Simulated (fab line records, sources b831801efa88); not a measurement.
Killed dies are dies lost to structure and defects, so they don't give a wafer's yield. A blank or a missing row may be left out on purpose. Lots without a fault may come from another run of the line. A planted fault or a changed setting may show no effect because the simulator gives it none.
Tool commonality check | flow sky130 | 14 lots, 42 wafers sampled

WHY IT WAS OPENED
At SKY_CONTACT_THK_MEAS_03 the reading CONTACT_HDPCVD_THK is flagged on 2 of 14 lots. Wafers without a fault read 564 nm, standard deviation 5.3.
Rule: a lot is flagged when every wafer of it that has a number lies more than 4 standard deviations from that mean, or none has a number. The other lots count as sound.

lot  | measured     | on            | CONTACT_HDPCVD_THK (nm), wafer by wafer | flag
L348 | day 30 00:06 | film_metro-01 | 567 569 575                             |
L349 | day 30 06:51 | film_metro-04 | 574 570 566                             |
L350 | day 30 18:17 | film_metro-04 | 561 566 564                             |
L352 | day 32 04:35 | film_metro-03 | 556 561 557                             |
L355 | day 32 17:53 | film_metro-03 | 414 410 411                             | FLAGGED
L356 | day 33 00:05 | film_metro-04 | 414 416 421                             | FLAGGED
L357 | day 33 10:23 | film_metro-03 | 560 565 567                             |
L365 | day 35 19:49 | film_metro-01 | 565 557 554                             |
L366 | day 35 22:36 | film_metro-01 | 558 561 557                             |
L368 | day 36 12:13 | film_metro-01 | 567 556 561                             |
L367 | day 36 21:10 | film_metro-03 | 565 556 565                             |
L369 | day 37 13:13 | film_metro-03 | 573 577 576                             |
L371 | day 37 16:59 | film_metro-01 | 568 566 572                             |
L370 | day 37 17:41 | film_metro-03 | 560 558 563                             |
The numbers of the flagged lots are 414 nm on average: -150 nm against the usual, or -28 standard deviations.

WHICH TOOL RAN EACH LOT
The record holds 1 process step before the reading, out of a route of 708 steps. In each cell: the tool, then ch and the chambers that the sampled wafers went through, then the start.
lot  | flag    | SKY_CONTACT_HDPCVD_02
L348 |         | hdpcvd-02 ch 0,1, day 30 00:01
L349 |         | hdpcvd-02 ch 0,1,2, day 30 06:46
L350 |         | hdpcvd-02 ch 0,1,2, day 30 18:13
L352 |         | hdpcvd-01 ch 1,2, day 32 04:31
L355 | FLAGGED | hdpcvd-01 ch 0,1,2, day 32 17:48
L356 | FLAGGED | hdpcvd-01 ch 0,2, day 33 00:02
L357 |         | hdpcvd-02 ch 1,2, day 33 10:18
L365 |         | hdpcvd-01 ch 0,1,2, day 35 19:45
L366 |         | hdpcvd-02 ch 0,1, day 35 22:31
L368 |         | hdpcvd-02 ch 0,1, day 36 12:09
L367 |         | hdpcvd-02 ch 1,2, day 36 21:05
L369 |         | hdpcvd-02 ch 0,1, day 37 13:09
L371 |         | hdpcvd-02 ch 0,1, day 37 16:56
L370 |         | hdpcvd-01 ch 0,1,2, day 37 17:36
What these steps do:
- SKY_CONTACT_HDPCVD_02: deposits SiO2, target thk 565 nm, time 94.2 s.
- SKY_CONTACT_THK_MEAS_03

FLAGGED OVER TOTAL, TOOL BY TOOL (the gauges that took the reading come last)
step                    | tool          | lots run | flagged | share of the flagged lots | sound lots run after its first flagged lot
SKY_CONTACT_HDPCVD_02   | hdpcvd-01     | 5        | 2       | all                       | 2 (L365,L370)
SKY_CONTACT_HDPCVD_02   | hdpcvd-02     | 9        | 0       | none                      | -
SKY_CONTACT_THK_MEAS_03 | film_metro-01 | 5        | 0       | none                      | -
SKY_CONTACT_THK_MEAS_03 | film_metro-03 | 6        | 1       | some                      | 4 (L357,L367,L369,L370)
SKY_CONTACT_THK_MEAS_03 | film_metro-04 | 3        | 1       | some                      | 0

WHAT THE TABLE ALLOWS
1 row of the table ran every flagged lot: hdpcvd-01 at SKY_CONTACT_HDPCVD_02.
- hdpcvd-01 at SKY_CONTACT_HDPCVD_02: 2 of its 5 lots flagged. Sound lots ran on it after the first flagged one (L365, L370), which a lasting fault on the whole tool wouldn't allow.
No row of the table ran every flagged lot and no sound lot after the first.

WHAT THE SIMULATOR HAD PUT IN
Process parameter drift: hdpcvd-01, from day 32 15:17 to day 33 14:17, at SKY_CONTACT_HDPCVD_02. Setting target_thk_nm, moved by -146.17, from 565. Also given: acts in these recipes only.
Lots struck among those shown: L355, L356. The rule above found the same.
